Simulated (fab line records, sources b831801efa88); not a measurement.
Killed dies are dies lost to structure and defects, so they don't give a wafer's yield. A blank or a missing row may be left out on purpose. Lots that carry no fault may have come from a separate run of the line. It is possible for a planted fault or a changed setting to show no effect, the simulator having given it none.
A single fault, viewed from 2 desks | flow sky130 | numbers are kept per desk, each desk with only its own; the story behind them comes last

THE TOOL OWNER'S DESK: hdpcvd-02
The tool's own readings at SKY_CONTACT_HDPCVD_02 (deposits SiO2, target thk 565 nm, time 94.2 s): means of the sampled wafers that have a number, for each lot that ran on this tool. Marked OUT: a lot whose mean sits more than 4 standard deviations from the usual mean, which makes it out of limits; the brackets give that distance.
Columns: A = runLengthS at SKY_CONTACT_HDPCVD_02, usual 122.2 s
lot  | first seen here | A
L191 | day 32 03:09    | 122.0
L192 | day 32 15:25    | 122.3
L193 | day 32 22:35    | 122.6
L195 | day 34 00:02    | 122.0
L202 | day 35 17:20    | 134.2 (+20) OUT
L204 | day 36 12:42    | 128.2 (+9.9) OUT
This desk's finding: out of limits on L202, L204; first on L202, day 35 17:20 (runLengthS at SKY_CONTACT_HDPCVD_02). In limits: L191, L192, L193, L195.

THE METROLOGY DESK
What the gauges read, lot by lot, whatever tool the lot ran on: means of the sampled wafers that have a number. Marked OUT: a lot whose mean sits more than 4 standard deviations from the usual mean, which makes it out of limits; the brackets give that distance.
Columns: A = CONTACT_HDPCVD_THK at SKY_CONTACT_THK_MEAS_03, usual 565 nm
lot  | first seen here | A
L188 | day 30 22:27    | 565
L190 | day 31 23:12    | 567
L191 | day 32 03:13    | 561
L192 | day 32 15:31    | 567
L193 | day 32 22:38    | 557
L195 | day 34 00:07    | 564
L197 | day 34 08:40    | 567
L202 | day 35 17:26    | 631 (+13) OUT
L204 | day 36 12:46    | 604 (+7.6) OUT
L209 | day 37 14:49    | 565
L208 | day 37 17:01    | 569
This desk reports L202, L204 out of limits; the earliest was L202 at day 35 17:26 (CONTACT_HDPCVD_THK at SKY_CONTACT_THK_MEAS_03). In limits: L188, L190, L191, L192, L193, L195, L197, L209, L208.

PUT TOGETHER
The tool owner's desk had the chance to raise an alarm at day 35 17:20 on L202, L204.
An alarm was possible from the metrology desk at day 35 17:26, on L202, L204.
Of the lots named, all ran SKY_CONTACT_HDPCVD_02 on hdpcvd-02.

WHAT HAD BEEN PUT IN BY THE SIMULATOR
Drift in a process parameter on hdpcvd-02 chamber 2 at SKY_CONTACT_HDPCVD_02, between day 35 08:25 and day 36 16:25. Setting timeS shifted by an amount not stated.
Lots struck among those shown: L202, L204.
Time in hours from fault onset to the first out-of-limits reading at each desk: tool owner's desk 9, metrology desk 9.
